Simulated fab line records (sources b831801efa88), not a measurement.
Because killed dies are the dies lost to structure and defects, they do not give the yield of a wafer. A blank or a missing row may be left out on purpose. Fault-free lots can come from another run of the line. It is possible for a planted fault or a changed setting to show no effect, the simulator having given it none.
The tool behind it: which one? :: flow gf180mcu :: 12 lots, 36 wafers sampled, at 4 steps of a route of 602

WHAT THE GAUGES SHOWED, per wafer
GF_TOP_METAL_THK_MEAS_06: measures by xrf. Usual: TOP_METAL_ALCU_THK gives 897 nm (standard deviation 9.7).
lot: L269
measured: day 27 10:42
on: film-metro-01
TOP_METAL_ALCU_THK (nm): 886 891 892
flag: 

lot: L270
measured: day 27 17:42
on: film-metro-04
TOP_METAL_ALCU_THK (nm): 888 886 879
flag: 

lot: L272
measured: day 28 04:23
on: film-metro-03
TOP_METAL_ALCU_THK (nm): 891 894 897
flag: 

lot: L277
measured: day 29 18:59
on: film-metro-03
TOP_METAL_ALCU_THK (nm): 890 885 894
flag: 

lot: L279
measured: day 30 15:43
on: film-metro-01
TOP_METAL_ALCU_THK (nm): 882 880 875
flag: 

lot: L280
measured: day 30 18:44
on: film-metro-03
TOP_METAL_ALCU_THK (nm): 897 906 903
flag: 

lot: L281
measured: day 31 01:37
on: film-metro-03
TOP_METAL_ALCU_THK (nm): 897 905 897
flag: 

lot: L282
measured: day 31 06:50
on: film-metro-04
TOP_METAL_ALCU_THK (nm): 904 893 910
flag: 

lot: L284
measured: day 31 19:28
on: film-metro-03
TOP_METAL_ALCU_THK (nm): 893 899 901
flag: 

lot: L287
measured: day 32 16:25
on: film-metro-01
TOP_METAL_ALCU_THK (nm): 899 898 897
flag: 

lot: L288
measured: day 32 17:39
on: film-metro-01
TOP_METAL_ALCU_THK (nm): 900 889 914
flag: 

lot: L291
measured: day 33 16:04
on: film-metro-04
TOP_METAL_ALCU_THK (nm): 889 885 888
flag: 

GF_PASSIVATION_THK_MEAS_03. Usual: PASSIVATION_CVD_02_THK gives 698 nm (standard deviation 8.9).
lot: L269
measured: day 28 08:26
on: film-metro-03
PASSIVATION_CVD_02_THK (nm): 703 696 706
flag: 

lot: L270
measured: day 28 14:31
on: film-metro-03
PASSIVATION_CVD_02_THK (nm): 690 682 703
flag: 

lot: L272
measured: day 29 00:17
on: film-metro-02
PASSIVATION_CVD_02_THK (nm): 685 695 687
flag: 

lot: L277
measured: day 30 14:46
on: film-metro-04
PASSIVATION_CVD_02_THK (nm): 701 702 706
flag: 

lot: L279
measured: day 31 10:31
on: film-metro-02
PASSIVATION_CVD_02_THK (nm): 701 711 715
flag: 

lot: L280
measured: day 31 13:33
on: film-metro-04
PASSIVATION_CVD_02_THK (nm): 699 716 712
flag: 

lot: L281
measured: day 31 20:01
on: film-metro-02
PASSIVATION_CVD_02_THK (nm): 698 700 700
flag: 

lot: L282
measured: day 32 01:38
on: film-metro-04
PASSIVATION_CVD_02_THK (nm): 699 699 713
flag: 

lot: L284
measured: day 32 13:50
on: film-metro-03
PASSIVATION_CVD_02_THK (nm): 699 698 702
flag: 

lot: L287
measured: day 33 09:05
on: film-metro-04
PASSIVATION_CVD_02_THK (nm): 684 696 688
flag: 

lot: L288
measured: day 33 09:50
on: film-metro-04
PASSIVATION_CVD_02_THK (nm): 685 710 706
flag: 

lot: L291
measured: day 34 08:31
on: film-metro-04
PASSIVATION_CVD_02_THK (nm): 696 706 707
flag: 

WHAT TOOL EACH LOT RAN ON (gives the tool, then ch and the chambers of the sampled wafers, and finally the start)
lot: L269
GF_MIM_STRIP_20: plasma-asher-01 ch 0,1, day 25 13:25
GF_V5_CMP_26: cmp-01 ch 1,2,3, day 27 10:10

lot: L270
GF_MIM_STRIP_20: plasma-asher-04 ch 0,1, day 25 20:10
GF_V5_CMP_26: cmp-01 ch 0,1,2, day 27 17:04

lot: L272
GF_MIM_STRIP_20: plasma-asher-01 ch 0,1, day 26 08:03
GF_V5_CMP_26: cmp-01 ch 0,1, day 28 03:43

lot: L277
GF_MIM_STRIP_20: plasma-asher-01 ch 0,1, day 28 01:25
GF_V5_CMP_26: cmp-02 ch 2,3, day 29 18:20

lot: L279
GF_MIM_STRIP_20: plasma-asher-04 ch 0,1, day 28 22:25
GF_V5_CMP_26: cmp-01 ch 0,3, day 30 15:03

lot: L280
GF_MIM_STRIP_20: plasma-asher-04 ch 0,1, day 29 02:19
GF_V5_CMP_26: cmp-02 ch 0,1,3, day 30 18:12

lot: L281
GF_MIM_STRIP_20: plasma-asher-01 ch 0,1, day 29 09:10
GF_V5_CMP_26: cmp-02 ch 0,1,2, day 31 00:58

lot: L282
GF_MIM_STRIP_20: plasma-asher-01 ch 0, day 29 15:32
GF_V5_CMP_26: cmp-01 ch 0,2, day 31 06:14

lot: L284
GF_MIM_STRIP_20: plasma-asher-01 ch 0,1, day 30 04:31
GF_V5_CMP_26: cmp-01 ch 0,3, day 31 18:49

lot: L287
GF_MIM_STRIP_20: plasma-asher-01 ch 0,1, day 31 03:01
GF_V5_CMP_26: cmp-01 ch 0,1,3, day 32 15:49

lot: L288
GF_MIM_STRIP_20: plasma-asher-04 ch 0, day 31 03:20
GF_V5_CMP_26: cmp-02 ch 1,3, day 32 17:04

lot: L291
GF_MIM_STRIP_20: plasma-asher-01 ch 1, day 32 05:40
GF_V5_CMP_26: cmp-02 ch 1,2,3, day 33 15:31
- GF_MIM_STRIP_20: strips in O2/N2.
- GF_V5_CMP_26: polishes, stops on SiO2, t overpolish 15 s, target thk 0 nm.

WHAT THE TOOLS THEMSELVES READ (means of the sampled wafers that have a number; where no wafer has one, the mark that the record gives instead)
GF_MIM_STRIP_20. Usual: drypump-motor-current-A 5.7 A, standard deviation 0.39; heater-power-w 334 W, standard deviation 15; oes-product-au 0.693 a.u., standard deviation 0.0043; strip-time-to-endpoint-s 11.22 s, standard deviation 0.044.
lot: L269
tool: plasma-asher-01
drypump-motor-current-A (A): 5.8
heater-power-w (W): 332
oes-product-au (a.u.): 0.691
strip-time-to-endpoint-s (s): 11.22
flag: 

lot: L270
tool: plasma-asher-04
drypump-motor-current-A (A): 6.0
heater-power-w (W): 327
oes-product-au (a.u.): 0.689
strip-time-to-endpoint-s (s): 11.15
flag: 

lot: L272
tool: plasma-asher-01
drypump-motor-current-A (A): 5.8
heater-power-w (W): 329
oes-product-au (a.u.): 0.695
strip-time-to-endpoint-s (s): 11.27
flag: 

lot: L277
tool: plasma-asher-01
drypump-motor-current-A (A): 5.8
heater-power-w (W): 334
oes-product-au (a.u.): 0.694
strip-time-to-endpoint-s (s): 11.22
flag: 

lot: L279
tool: plasma-asher-04
drypump-motor-current-A (A): 6.0
heater-power-w (W): 324
oes-product-au (a.u.): 0.691
strip-time-to-endpoint-s (s): 11.21
flag: 

lot: L280
tool: plasma-asher-04
drypump-motor-current-A (A): 6.0
heater-power-w (W): 325
oes-product-au (a.u.): 0.692
strip-time-to-endpoint-s (s): 11.20
flag: 

lot: L281
tool: plasma-asher-01
drypump-motor-current-A (A): 5.8
heater-power-w (W): 328
oes-product-au (a.u.): 0.690
strip-time-to-endpoint-s (s): 11.22
flag: 

lot: L282
tool: plasma-asher-01
drypump-motor-current-A (A): 5.8
heater-power-w (W): 335
oes-product-au (a.u.): 0.690
strip-time-to-endpoint-s (s): 11.26
flag: 

lot: L284
tool: plasma-asher-01
drypump-motor-current-A (A): 5.8
heater-power-w (W): 336
oes-product-au (a.u.): 0.689
strip-time-to-endpoint-s (s): 11.21
flag: 

lot: L287
tool: plasma-asher-01
drypump-motor-current-A (A): 5.8
heater-power-w (W): 332
oes-product-au (a.u.): 0.693
strip-time-to-endpoint-s (s): 11.22
flag: 

lot: L288
tool: plasma-asher-04
drypump-motor-current-A (A): 6.3
heater-power-w (W): 314
oes-product-au (a.u.): 0.696
strip-time-to-endpoint-s (s): 11.20
flag: 

lot: L291
tool: plasma-asher-01
drypump-motor-current-A (A): 5.9
heater-power-w (W): 345
oes-product-au (a.u.): 0.692
strip-time-to-endpoint-s (s): 11.22
flag: 

GF_V5_CMP_26. Usual: edge-zone-pressure-frac 1.000, standard deviation 0.0055; head-pressure-psi 3.500 psi, standard deviation 0.0074; motor-current-A 11.6 A, standard deviation 1.2; overpolish-run-s 14.999 s, standard deviation 0.0087; slurry-filter-dp-kPa 13.49 kPa, standard deviation 0.14; time-to-endpoint-s 84 s, standard deviation 4.1.
lot: L269
tool: cmp-01
edge-zone-pressure-frac: 1.001
head-pressure-psi (psi): 3.497
motor-current-A (A): 12.4
overpolish-run-s (s): 15.002
slurry-filter-dp-kPa (kPa): 13.58
time-to-endpoint-s (s): 86
flag: 

lot: L270
tool: cmp-01
edge-zone-pressure-frac: 0.997
head-pressure-psi (psi): 3.499
motor-current-A (A): 11.0
overpolish-run-s (s): 15.002
slurry-filter-dp-kPa (kPa): 13.55
time-to-endpoint-s (s): 81
flag: 

lot: L272
tool: cmp-01
edge-zone-pressure-frac: 0.994
head-pressure-psi (psi): 3.496
motor-current-A (A): 10.8
overpolish-run-s (s): 15.001
slurry-filter-dp-kPa (kPa): 13.56
time-to-endpoint-s (s): 81
flag: 

lot: L277
tool: cmp-02
edge-zone-pressure-frac: 1.001
head-pressure-psi (psi): 3.491
motor-current-A (A): 12.0
overpolish-run-s (s): 15.001
slurry-filter-dp-kPa (kPa): 13.44
time-to-endpoint-s (s): 91
flag: 

lot: L279
tool: cmp-01
edge-zone-pressure-frac: 1.001
head-pressure-psi (psi): 3.495
motor-current-A (A): 11.2
overpolish-run-s (s): 14.997
slurry-filter-dp-kPa (kPa): 13.44
time-to-endpoint-s (s): 88
flag: 

lot: L280
tool: cmp-02
edge-zone-pressure-frac: 0.997
head-pressure-psi (psi): 3.504
motor-current-A (A): 12.0
overpolish-run-s (s): 15.001
slurry-filter-dp-kPa (kPa): 13.32
time-to-endpoint-s (s): 81
flag: 

lot: L281
tool: cmp-02
edge-zone-pressure-frac: 1.003
head-pressure-psi (psi): 3.505
motor-current-A (A): 12.2
overpolish-run-s (s): 15.001
slurry-filter-dp-kPa (kPa): 13.38
time-to-endpoint-s (s): 82
flag: 

lot: L282
tool: cmp-01
edge-zone-pressure-frac: 0.998
head-pressure-psi (psi): 3.499
motor-current-A (A): 10.3
overpolish-run-s (s): 14.985
slurry-filter-dp-kPa (kPa): 13.54
time-to-endpoint-s (s): 83
flag: 

lot: L284
tool: cmp-01
edge-zone-pressure-frac: 1.000
head-pressure-psi (psi): 3.500
motor-current-A (A): 10.3
overpolish-run-s (s): 15.000
slurry-filter-dp-kPa (kPa): 13.48
time-to-endpoint-s (s): 87
flag: 

lot: L287
tool: cmp-01
edge-zone-pressure-frac: 1.001
head-pressure-psi (psi): 3.497
motor-current-A (A): 11.2
overpolish-run-s (s): 15.013
slurry-filter-dp-kPa (kPa): 13.49
time-to-endpoint-s (s): 83
flag: 

lot: L288
tool: cmp-02
edge-zone-pressure-frac: 1.001
head-pressure-psi (psi): 3.500
motor-current-A (A): 11.5
overpolish-run-s (s): 15.002
slurry-filter-dp-kPa (kPa): 13.51
time-to-endpoint-s (s): 92
flag: 

lot: L291
tool: cmp-02
edge-zone-pressure-frac: 1.004
head-pressure-psi (psi): 3.508
motor-current-A (A): 11.8
overpolish-run-s (s): 14.998
slurry-filter-dp-kPa (kPa): 13.36
time-to-endpoint-s (s): 85
flag: 

THE ANSWER, worked out from the rows above alone
Rule: a lot counts as off when the mean over its wafers that have a number is more than 3 standard deviations away from the usual mean. A lot without any number at a reading at which 4 lots or more have one is off too. Where the step has rows for the other lots, those lots are counted as sound. Order of review: gauges by route order, followed by the tools' own readings, for which a lot's mean as printed above is used. The first step at which some lot is off is used, and at that step the reading that is off furthest; a lot without a number counts as furthest.
Across all readings shown, no lot is off: no conclusion can be drawn from this.

WHAT HAD BEEN PUT IN BY THE SIMULATOR
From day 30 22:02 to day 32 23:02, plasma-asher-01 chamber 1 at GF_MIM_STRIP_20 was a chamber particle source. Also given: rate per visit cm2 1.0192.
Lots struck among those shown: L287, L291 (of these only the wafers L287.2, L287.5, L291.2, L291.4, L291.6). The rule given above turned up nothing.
